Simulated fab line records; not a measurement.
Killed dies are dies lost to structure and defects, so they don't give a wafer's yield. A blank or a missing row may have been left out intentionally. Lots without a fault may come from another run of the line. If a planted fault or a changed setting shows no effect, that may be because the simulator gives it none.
One fault seen from 2 desks / flow sfq-line / each desk holds nothing but its own numbers, with what lay behind them at the end

## METROLOGY DESK
What the gauges read for every lot (on any tool): the sampled wafers with a number, averaged. A lot is out of limits, marked OUT, if its mean lies more than 4 standard deviations from the usual mean; the brackets give that distance.
Columns: A = I0_OVL at SFQ_I0_OVL_MEAS_908, usual -6 nm; B = M1_NB_RS at SFQ_M1_RS_MEAS_909, usual 0.891 ohm/sq; C = M1_OVL at SFQ_M1_OVL_MEAS_911, usual 1 nm; D = I1_BOW at SFQ_I1_BOW_MEAS_912, usual 2 um; E = I1_OVL at SFQ_I1_OVL_MEAS_913, usual 0 nm; F = M8_BOW at SFQ_M8_BOW_MEAS_951, usual 9 um
lot=L883; first seen here=day 9 14:55; A=-10; B=0.894; C=-6; D=-2; E=-1; F=5
lot=L887; first seen here=day 11 03:01; A=-7; B=0.894; C=-4; D=12; E=5; F=23
lot=L892; first seen here=day 12 01:49; A=-1; B=0.907; C=5; D=-11; E=2; F=-2
lot=L893; first seen here=day 12 10:12; A=-9; B=0.964 (+6.6) OUT; C=3; D=10; E=2; F=19
lot=L899; first seen here=day 13 19:19; A=-4; B=0.906; C=-0; D=12; E=-2; F=25
lot=L905; first seen here=day 15 07:07; A=-7; B=0.901; C=2; D=2; E=4; F=3
This desk finds L893 out of limits, with the earliest case on L893 at day 12 11:17 (M1_NB_RS at SFQ_M1_RS_MEAS_909). In limits: L883, L887, L892, L899, L905.

## AT THE TOOL OWNER'S DESK: pvd-sputter-04
The tool's own readings at SFQ_TRILAYER_M1_DEP_SPUTTER_037 (material Nb, target thk 200 nm, time 133.3 s): means of the sampled wafers that have a number, for each lot that ran on this tool. A lot is out of limits, marked OUT, if its mean lies more than 4 standard deviations from the usual mean; the brackets give that distance.
Columns: A = resputter-cathode-voltage-v at SFQ_TRILAYER_M1_DEP_SPUTTER_037, usual 400 V; B = throttle-valve-pct at SFQ_TRILAYER_M1_DEP_SPUTTER_037, usual 29.9 %
lot=L887; first seen here=day 11 04:01; A=398; B=29.6
lot=L892; first seen here=day 12 02:47; A=403; B=29.8
lot=L893; first seen here=day 12 11:11; A=400; B=29.9
This desk's finding: nothing out of limits on any of the 3 lots.

## TAKEN TOGETHER
An alarm was possible from the metrology desk at day 12 11:17, on L893.
The tool owner's desk saw nothing out of limits.
On record at the tool owner's desk: L893, within its limits.
Of the lots named, all ran SFQ_TRILAYER_M1_DEP_SPUTTER_037 on pvd-sputter-04.

## WHAT HAD BEEN PUT IN BY THE SIMULATOR
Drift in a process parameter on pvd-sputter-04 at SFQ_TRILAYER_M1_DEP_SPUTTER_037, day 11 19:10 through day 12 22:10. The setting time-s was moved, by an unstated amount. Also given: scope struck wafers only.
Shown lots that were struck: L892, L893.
Delay in hours, fault start to first out-of-limits reading, per desk: metrology desk 16.
